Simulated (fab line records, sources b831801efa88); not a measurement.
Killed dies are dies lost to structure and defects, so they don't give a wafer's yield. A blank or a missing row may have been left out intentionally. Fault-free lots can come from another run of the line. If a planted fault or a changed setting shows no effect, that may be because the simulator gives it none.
A single fault, viewed from 2 desks | flow gf180mcu | each desk has only its own numbers; what lay behind them comes last

== THE TOOL OWNER'S DESK: pvdSputter-03 ==
The tool's own readings at GF_M4_SPUTTER_01 (material TiN, target thk 30 nm, time 25 s): means of the sampled wafers that have a number, for each lot that ran on this tool. Any lot whose mean is over 4 standard deviations away from the usual mean is out of limits and marked OUT; that distance is given in the brackets.
Columns: A = throttleValvePct at GF_M4_SPUTTER_01, usual 30.2 %
lot  | first seen here | A
L755 | day 22 15:26    | 28.8
L756 | day 22 19:36    | 30.8
L758 | day 23 15:40    | 30.7
L761 | day 24 19:45    | 30.7
L763 | day 25 11:39    | 32.0
L775 | day 29 01:44    | 30.0
L776 | day 29 08:11    | 30.1
This desk found nothing out of limits on any of the 7 lots.

== THE METROLOGY DESK ==
What the gauges read for every lot (on any tool): the sampled wafers with a number, averaged. Any lot whose mean is over 4 standard deviations away from the usual mean is out of limits and marked OUT; that distance is given in the brackets.
Columns: A = V5_CVD_02_THK at GF_V5_THK_MEAS_03, usual 1460 nm; B = cdNm at GF_V5_CD_MEAS_14, usual 259.6 nm
lot  | first seen here | A    | B
L755 | day 26 12:52    | 1483 | 259.7
L756 | day 26 15:40    | 1454 | 257.4
L758 | day 27 10:20    | 1472 | 259.7
L761 | day 28 11:29    | 1427 | 260.1
L763 | day 29 02:00    | 1459 | 260.9
L766 | day 29 22:08    | 1477 | 262.1
L769 | day 30 19:13    | 1458 | 260.9
L770 | day 31 02:50    | 1454 | 259.8
L771 | day 31 07:10    | 1478 | 258.0
L774 | day 32 02:17    | 1456 | 257.3
L775 | day 32 08:38    | 1422 | 258.8
L776 | day 32 13:49    | 1474 | 258.8
L777 | day 32 21:12    | 1460 | 258.8
This desk found nothing out of limits on any of the 13 lots.

== ALL TOGETHER ==
The tool owner's desk saw nothing out of limits.
Nothing out of limits was seen by the metrology desk.

== WHAT THE SIMULATOR HAD INSERTED ==
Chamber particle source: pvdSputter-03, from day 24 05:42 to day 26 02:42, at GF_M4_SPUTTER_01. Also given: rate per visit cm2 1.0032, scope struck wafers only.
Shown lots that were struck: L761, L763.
